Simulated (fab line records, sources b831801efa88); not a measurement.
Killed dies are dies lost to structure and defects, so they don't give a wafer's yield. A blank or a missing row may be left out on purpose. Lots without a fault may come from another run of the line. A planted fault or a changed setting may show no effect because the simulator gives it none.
Which tool did it? | flow gf180mcu | 7 lots, 21 wafers sampled, at 2 steps of a route of 602

WHAT THE GAUGES READ, wafer by wafer
GF_M4_CD_MEAS_14: target cd 280 nm.
lot  | measured     | on        | cd_nm (nm)
L302 | day 23 18:48 | cd_sem-01 | 278.8 278.6 279.7
L304 | day 24 13:17 | cd_sem-01 | 279.3 281.0 279.7
L306 | day 25 09:09 | cd_sem-01 | 279.4 279.1 279.8
L308 | day 25 22:14 | cd_sem-02 | 280.1 280.8 280.4
L317 | day 28 22:41 | cd_sem-01 | 286.5 286.2 286.7 286.2 286.0 286.5
L320 | day 29 17:55 | cd_sem-01 | 281.1 279.6 280.1
L322 | day 30 03:07 | cd_sem-02 | 279.9 280.8 279.1

WHICH TOOL RAN EACH LOT (tool, then ch and the chambers of the sampled wafers, then the start)
lot  | GF_M4_PEB_12
L302 | litho_track-03 ch 0, day 23 18:27
L304 | litho_track-01 ch 0, day 24 12:57
L306 | litho_track-04 ch 0, day 25 08:49
L308 | litho_track-04 ch 0, day 25 21:53
L317 | litho_track-04 ch 0, day 28 22:20
L320 | litho_track-01 ch 0, day 29 17:34
L322 | litho_track-01 ch 0, day 30 02:46
- GF_M4_PEB_12: peb time 90 s.

THE ANSWER, worked out from the rows above alone
Rule: what is usual is taken from the lots themselves. Put in order of their means at a reading, lots are off if they are a third of the lots or fewer, leave a main group of 4 or more, and stand apart from it by a gap of 3 or more times the standard deviation of the main group's means; of several such gaps the widest counts. A main group whose means are all the same, to the digits that the tables above print for the reading, isn't used. A lot without any number at a reading at which 4 lots or more have one is off too. The other lots that the step has rows for count as sound.
Off: L317, at GF_M4_CD_MEAS_14 (cd_nm). The main group: mean 279.9 nm, standard deviation 0.48.
A tool fits if, at a process step before that reading, it ran every lot that is off, and no sound lot after the first of them. The gauges at GF_M4_CD_MEAS_14 are tried like those tools. One fits: litho_track-04 at GF_M4_PEB_12. Its last sound lot is L308 (day 25 21:53), its first lot that is off L317 (day 28 22:20): a fault that began between those two fits.

WHAT THE SIMULATOR HAD PUT IN
Process parameter drift: litho_track-04, from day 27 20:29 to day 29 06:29, at GF_M4_PEB_12. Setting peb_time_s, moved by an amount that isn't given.
Lots struck among those shown: L317. The rule above found the same.
